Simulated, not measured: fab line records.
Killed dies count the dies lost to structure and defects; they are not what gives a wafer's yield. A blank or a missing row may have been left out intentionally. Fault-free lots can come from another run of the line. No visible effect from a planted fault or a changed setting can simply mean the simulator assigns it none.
Comparing a struck lot with a sound one / flow sfq_line / 42 steps out of a route of 325
Sound: the wafers L777.1, L777.3, L777.6. Wafers L798.1, L798.5, L798.6 were the ones struck. Last of all comes the cause.
Order at every step that has rows: each side's tool, ch and its chambers, its first start. Under that, the readings that differ: sound wafers / struck wafers / difference of the means / sigmas: that difference in standard deviations of wafers without a fault.
alike: a reading whose means differ by less than 2 such deviations, as well as words and numbers matching on both sides. not compared: withheld readings; readings where some wafer has no value; bounds like >300 that might hide an equal value; numbers whose values overlap and for which the record gives no deviation.
The two part at a step that has a row with sigmas, a row that says differs or no value, or rows on one side only. When numbers do not overlap yet have no deviation, they are printed without sigmas and do not part them. Lack of a reading on every wafer of one side parts them only where that side has two or more wafers.

first, 6 steps without rows for these wafers: SFQ_TRILAYER_I0_VIA_LITHO_COAT_036 (resist thk 62 nm); SFQ_TRILAYER_I0_VIA_LITHO_COAT_031 (resist thk 650 nm); SFQ_TRILAYER_I0_VIA_LITHO_SOFTBAKE_035; SFQ_TRILAYER_I0_VIA_LITHO_EXPOSE_032 (exposes mask I0, target cd 500 nm); SFQ_TRILAYER_I0_VIA_LITHO_PEB_034 (peb time 60 s); SFQ_TRILAYER_I0_VIA_LITHO_DEVELOP_033 (time 60 s).
SFQ_I0_OVL_MEAS_908:
  sound on overlay-01, day 19 21:15; struck on overlay-02, day 26 23:31
  alike: I0_OVL
SFQ_TRILAYER_I0_VIA_BARC_OPEN_VIA_ETCH_046: etches BARC in O2, target depth 125 nm, time 41.7 s.
  sound on rie_diel-02 ch 0,1,2, day 19 21:17; struck on rie_diel-03 ch 1,2, day 26 23:32
  alike: drypump_motor_current_A, oes_product_au
  not compared: rf_hours_counter_h
then, 4 steps without rows for these wafers: SFQ_TRILAYER_I0_VIA_ETCH_VIA_ETCH_034 (etches SiO2 in CHF3, stops on Nb, target depth 260 nm); SFQ_TRILAYER_I0_VIA_STRIP_STRIP_035 (strips in O2); SFQ_TRILAYER_I0_VIA_STRIP_SOLV_CLEAN_036 (cleans in NMP, time 600 s); SFQ_TRILAYER_M1_DEP_PRE_CLEAN_038 (time 22.5 s).
SFQ_TRILAYER_M1_DEP_SPUTTER_037: material Nb, target thk 200 nm, time 133.3 s.
  sound on pvd_sputter-05, day 19 22:50; struck on pvd_sputter-05, day 27 01:37
reading=model.Nb_of_TRILAYER_M1_DEP_SPUTTER_037.thk_nm (nm); sound=201 198.8 199.6; struck=175.6 175.1 176.4; difference=-24.1; sigmas=
  alike: throttle_valve_pct
SFQ_M1_RS_MEAS_909: measurement is done with a four-point probe.
  sound on film_metro-03, day 19 22:56; struck on film_metro-01, day 27 01:43
reading=M1_NB_RS (ohm/sq); sound=0.883 0.894 0.892; struck=1.016 1.016 1.011; difference=+0.125; sigmas=+10
then, 6 steps without rows for these wafers: SFQ_TRILAYER_M1_LITHO_COAT_044 (resist thk 62 nm); SFQ_TRILAYER_M1_LITHO_COAT_039 (resist thk 600 nm); SFQ_TRILAYER_M1_LITHO_SOFTBAKE_043; SFQ_TRILAYER_M1_LITHO_EXPOSE_040 (exposes mask M1, target cd 500 nm); SFQ_TRILAYER_M1_LITHO_PEB_042 (peb time 60 s); SFQ_TRILAYER_M1_LITHO_DEVELOP_041 (time 60 s).
-- the record jumps here: 6 days lie between the struck wafers' starts before and after --
SFQ_M1_OVL_MEAS_911:
  sound on overlay-01, day 26 04:11; struck on overlay-01, day 32 22:28
  alike: M1_OVL
SFQ_TRILAYER_M1_BARC_OPEN_METAL_ETCH_054: etches BARC in O2, target depth 125 nm, time 41.7 s.
  sound on rie_metal-04 ch 0,1, day 26 04:13; struck on rie_metal-04 ch 0,1, day 32 22:30
  alike: drypump_motor_current_A, oes_product_au
  not compared: rf_hours_counter_h
SFQ_TRILAYER_M1_ETCH_METAL_ETCH_042: etches Nb in Cl2/Ar, stops on SiO2, target depth 240 nm, time 120 s.
  sound on rie_metal-04 ch 0,1, day 26 04:17; struck on rie_metal-04 ch 0,1, day 32 22:33
reading=oes_product_au (a.u.); sound=0.896 0.891 0.897; struck=0.831 0.831 0.828; difference=-0.065; sigmas=-8
  alike: drypump_motor_current_A
  not compared: rf_hours_counter_h
then, 2 steps without rows for these wafers: SFQ_TRILAYER_M1_STRIP_STRIP_043 (strips in O2); SFQ_TRILAYER_M1_STRIP_SOLV_CLEAN_044 (cleans in NMP, time 600 s).
SFQ_TRILAYER_I1_DEP_PECVD_045: deposits SiO2 from SiH4/N2O, time 111.11 s, target thk 500 nm.
  sound on pecvd-03 ch 1,2, day 26 05:11; struck on pecvd-04 ch 0,2, day 32 23:28
  alike: heater_power_w, throttle_valve_pct
SFQ_TRILAYER_I1_CMP_CMP_046: polishes SiO2.
  sound on cmp-01 ch 2,3, day 26 10:51; struck on cmp-02 ch 1,2, day 33 04:19
  alike: motor_current_A, time_to_endpoint_s
SFQ_I1_BOW_MEAS_912:
  sound on film_metro-02, day 26 13:51; struck on film_metro-02, day 33 06:49
  alike: I1_BOW
then, 7 steps without rows for these wafers: SFQ_TRILAYER_I1_METRO_MEASURE_047; SFQ_TRILAYER_I1_VIA_LITHO_COAT_054 (resist thk 62 nm); SFQ_TRILAYER_I1_VIA_LITHO_COAT_049 (resist thk 650 nm); SFQ_TRILAYER_I1_VIA_LITHO_SOFTBAKE_053; SFQ_TRILAYER_I1_VIA_LITHO_EXPOSE_050 (exposes mask I1, target cd 500 nm); SFQ_TRILAYER_I1_VIA_LITHO_PEB_052 (peb time 60 s); SFQ_TRILAYER_I1_VIA_LITHO_DEVELOP_051 (time 60 s).
SFQ_I1_OVL_MEAS_913:
  sound on overlay-01, day 26 17:25; struck on overlay-02, day 33 10:23
  alike: I1_OVL
then, 2 steps without rows for these wafers: SFQ_TRILAYER_I1_VIA_BARC_OPEN_VIA_ETCH_071 (etches BARC in O2, target depth 125 nm, time 41.7 s); SFQ_TRILAYER_I1_VIA_ETCH_VIA_ETCH_052 (etches SiO2 in CHF3, stops on Nb, target depth 260 nm).
SFQ_TRILAYER_I1_VIA_STRIP_STRIP_053: strips in O2.
  sound on rie_metal-02 ch 0, day 26 17:37; struck on rie_metal-01 ch 0,1, day 33 10:34
  alike: drypump_motor_current_A, oes_product_au
  not compared: rf_hours_counter_h
then, 2 steps without rows for these wafers: SFQ_TRILAYER_I1_VIA_STRIP_SOLV_CLEAN_054 (cleans in NMP, time 600 s); SFQ_TRILAYER_M2_DEP_PRE_CLEAN_056 (time 22.5 s).
-- the record jumps here: 58 days lie between the struck wafers' starts before and after --
SFQ_M8_BOW_MEAS_951:
  sound on film_metro-04, day 81 09:42; struck on film_metro-04, day 91 21:47
reading=model.etest.m1.ohm_um; sound=1.767 1.788 1.78; struck=2.044 2.043 2.037; difference=+0.263; sigmas=
reading=model.etest.i0.link_ohm; sound=1.957 1.963 1.955; struck=2.111 2.124 2.113; difference=+0.158; sigmas=
reading=model.etest.m1.ohm_sq; sound=0.8842 0.8942 0.8906; struck=1.012 1.015 1.008; difference=+0.122; sigmas=
reading=model.etest.i1.link_ohm; sound=1.979 1.98 1.967; struck=2.083 2.107 2.079; difference=+0.114; sigmas=
  alike: M8_BOW

## WHERE THEY PART
At SFQ_M1_RS_MEAS_909 first; at SFQ_TRILAYER_M1_ETCH_METAL_ETCH_042 last (within this record only). Later steps at which nothing parts them and some readings are alike: SFQ_TRILAYER_I1_DEP_PECVD_045, SFQ_TRILAYER_I1_CMP_CMP_046, SFQ_I1_BOW_MEAS_912, SFQ_I1_OVL_MEAS_913, SFQ_TRILAYER_I1_VIA_STRIP_STRIP_053, SFQ_M8_BOW_MEAS_951.

WHY: the cause the simulator had injected
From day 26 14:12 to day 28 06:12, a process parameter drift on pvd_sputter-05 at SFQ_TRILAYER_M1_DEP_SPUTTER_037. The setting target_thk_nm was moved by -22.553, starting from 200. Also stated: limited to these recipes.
